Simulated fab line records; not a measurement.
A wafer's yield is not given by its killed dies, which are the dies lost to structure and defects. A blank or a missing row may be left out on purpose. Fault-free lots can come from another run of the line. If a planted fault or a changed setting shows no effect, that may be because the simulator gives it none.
Which tool did it? | flow gf180mcu | Sampling: 12 lots, 35 wafers, 3 of 602 route steps

== WHAT THE GAUGES SHOWED, per wafer ==
GF_V1_CD_MEAS_14: target cd 260 nm. Usual: cd nm 260.5 nm, standard deviation 1.1.
lot  | measured     | on        | cd nm (nm)        | flag
L549 | day 17 22:43 | cd sem-01 | 259.5 260.2 260.3 |
L553 | day 19 17:31 | cd sem-02 | 259.6 261.1 260.2 |
L554 | day 20 16:03 | cd sem-02 | 260.1 261.1 261.0 |
L557 | day 21 03:07 | cd sem-02 | 260.6 261.1 264.0 |
L556 | day 21 05:36 | cd sem-02 | 261.0 258.9 260.4 |
L558 | day 21 09:25 | cd sem-02 | 260.6 264.4       |
L559 | day 22 02:16 | cd sem-02 | 260.7 260.9 261.1 |
L565 | day 23 16:09 | cd sem-02 | 261.9 260.9 259.8 |
L567 | day 24 12:33 | cd sem-01 | 261.8 261.8 261.9 |
L568 | day 24 20:52 | cd sem-02 | 261.4 262.2 260.7 |
L569 | day 25 03:04 | cd sem-02 | 261.5 260.8 262.1 |
L570 | day 25 12:57 | cd sem-01 | 261.5 262.1 262.2 |

== TOOL THAT RAN EACH LOT (tool first, then ch and the chambers of the sampled wafers, then the start) ==
lot  | GF_M1_STRIP_17                       | GF_V1_PEB_12
L549 | plasma asher-03 ch 0,1, day 16 22:17 | litho track-02 ch 0, day 17 22:22
L553 | plasma asher-01 ch 0,1, day 18 15:47 | litho track-03 ch 0, day 19 17:11
L554 | plasma asher-03 ch 0,1, day 19 14:31 | litho track-03 ch 0, day 20 15:42
L557 | plasma asher-02 ch 0,1, day 20 02:25 | litho track-03 ch 0, day 21 02:48
L556 | plasma asher-01 ch 0,1, day 20 04:55 | litho track-04 ch 0, day 21 05:15
L558 | plasma asher-01 ch 1, day 20 07:45   | litho track-03 ch 0, day 21 09:06
L559 | plasma asher-01 ch 0,1, day 21 01:37 | litho track-04 ch 0, day 22 01:56
L565 | plasma asher-01 ch 0,1, day 22 16:04 | litho track-04 ch 0, day 23 15:48
L567 | plasma asher-03 ch 0,1, day 23 13:22 | litho track-02 ch 0, day 24 12:13
L568 | plasma asher-01 ch 0,1, day 23 21:37 | litho track-03 ch 0, day 24 20:32
L569 | plasma asher-03 ch 0,1, day 24 03:55 | litho track-04 ch 0, day 25 02:44
L570 | plasma asher-03 ch 0,1, day 24 13:55 | litho track-04 ch 0, day 25 12:36
- GF_M1_STRIP_17: strips in O2/N2.
- GF_V1_PEB_12: peb time 90 s.

== WHAT THE TOOLS THEMSELVES READ (means of the sampled wafers that have a number; where no wafer has one, the mark that the record gives instead) ==
GF_M1_STRIP_17. Usual: drypump motor current A 5.6 A, standard deviation 0.35; heater power w 350 W, standard deviation 32; oes product au 0.537 a.u., standard deviation 0.0052; strip time to endpoint s 7.36 s, standard deviation 0.063.
lot  | tool            | drypump motor current A (A) | heater power w (W) | oes product au (a.u.) | strip time to endpoint s (s) | flag
L549 | plasma asher-03 | 5.7                         | 367                | 0.539                 | 7.33                         |
L553 | plasma asher-01 | 5.4                         | 344                | 0.540                 | 7.43                         |
L554 | plasma asher-03 | 5.6                         | 361                | 0.541                 | 7.39                         |
L557 | plasma asher-02 | 5.4                         | 305                | 0.537                 | 7.32                         |
L556 | plasma asher-01 | 5.4                         | 343                | 0.540                 | 7.38                         |
L558 | plasma asher-01 | 5.6                         | 396                | 0.537                 | 7.33                         |
L559 | plasma asher-01 | 5.5                         | 369                | 0.541                 | 7.43                         |
L565 | plasma asher-01 | 5.4                         | 345                | 0.537                 | 7.34                         |
L567 | plasma asher-03 | 5.7                         | 360                | 0.543                 | 7.38                         |
L568 | plasma asher-01 | 5.4                         | 346                | 0.535                 | 7.38                         |
L569 | plasma asher-03 | 5.7                         | 365                | 0.540                 | 7.35                         |
L570 | plasma asher-03 | 5.5                         | 362                | 0.535                 | 7.37                         |

== THE ANSWER, worked out from the rows above alone ==
Rule: lot off if the mean of its wafers having a number is beyond 3 standard deviations from the usual mean. A lot without any number at a reading at which 4 lots or more have one is off too. Where the step has rows for the other lots, those lots are counted as sound. The gauges are gone through in route order, then the tools' own readings, and for those a lot's mean is taken as printed above. At the first step where some lot is off, the reading lying furthest off is the one used; lots without a number count as furthest.
Nothing can be told from this: no lot is off at any reading shown.

== WHAT HAD BEEN PUT IN BY THE SIMULATOR ==
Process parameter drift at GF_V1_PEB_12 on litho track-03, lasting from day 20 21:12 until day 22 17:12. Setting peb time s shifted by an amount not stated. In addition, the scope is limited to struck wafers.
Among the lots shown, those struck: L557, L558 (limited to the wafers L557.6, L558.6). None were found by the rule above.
